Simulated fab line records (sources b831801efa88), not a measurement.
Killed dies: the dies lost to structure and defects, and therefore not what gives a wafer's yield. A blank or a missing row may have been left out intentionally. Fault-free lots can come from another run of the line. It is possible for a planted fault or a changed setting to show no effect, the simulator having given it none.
Matching of chambers    flow gf180mcu    GF_V4_ETCH_16 on rie_diel-03 has 4 sister chambers
The step etches BARC in N2/H2. 8 wafers are shown with their chamber, then 11 later ones without.

WAFERS PAIRED WITH THEIR CHAMBERS
wafer   chamber  drypump_motor_current_A (A)  throttle_valve_pct (%)
L080.6  0        5.5                          13.235
L082.1  3        6.0                          13.233
L082.4  2        5.6                          13.212
L082.6  1        5.5                          13.216
L090.1  0        5.6                          13.224
L090.2  2        5.6                          13.209
L090.3  1        5.4                          13.250
L090.4  3        5.9                          13.234

WAFERS MISSING THEIR CHAMBER
wafer   drypump_motor_current_A (A)  throttle_valve_pct (%)
L090.5  5.4                          13.225
L090.6  5.6                          13.217
L094.2  5.6                          13.226
L094.3  5.9                          13.213
L094.6  5.9                          13.224
L095.4  5.4                          13.222
L095.5  5.5                          13.211
L095.6  5.9                          13.218
L097.1  6.0                          13.219
L097.2  5.4                          13.229
L097.3  5.5                          13.224

CHAMBER TAKEN BY EACH
wafer   from the rows above           in truth
L090.5  can't be placed: 1 or 0       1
L090.6  can't be placed: 2 or 0       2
L094.2  can't be placed: 0 or 2 or 1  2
L094.3  3                             3
L094.6  3                             3
L095.4  can't be placed: 1 or 0       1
L095.5  can't be placed: 2 or 0 or 1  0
L095.6  3                             3
L097.1  3                             3
L097.2  can't be placed: 1 or 0       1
L097.3  can't be placed: 0 or 1 or 2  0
Placed correctly: 4 of 11. These rows do not allow placing 7 (true chamber among the candidates in 7). 0 placed wrongly.
How it was worked out, from the rows above alone: a wafer's distance from a chamber is the root of the sum, over the readings, of the square of ((its reading less the chamber's mean) divided by the reading's scatter). The wafer belongs to the nearest chamber; if the next one is less than 2 further off, it can't be placed. Each chamber's mean is taken over the wafers shown for it. The scatter: the root of (the sum of the squares of (reading less its chamber's mean) over the shown wafers, divided by (wafers less chambers)).
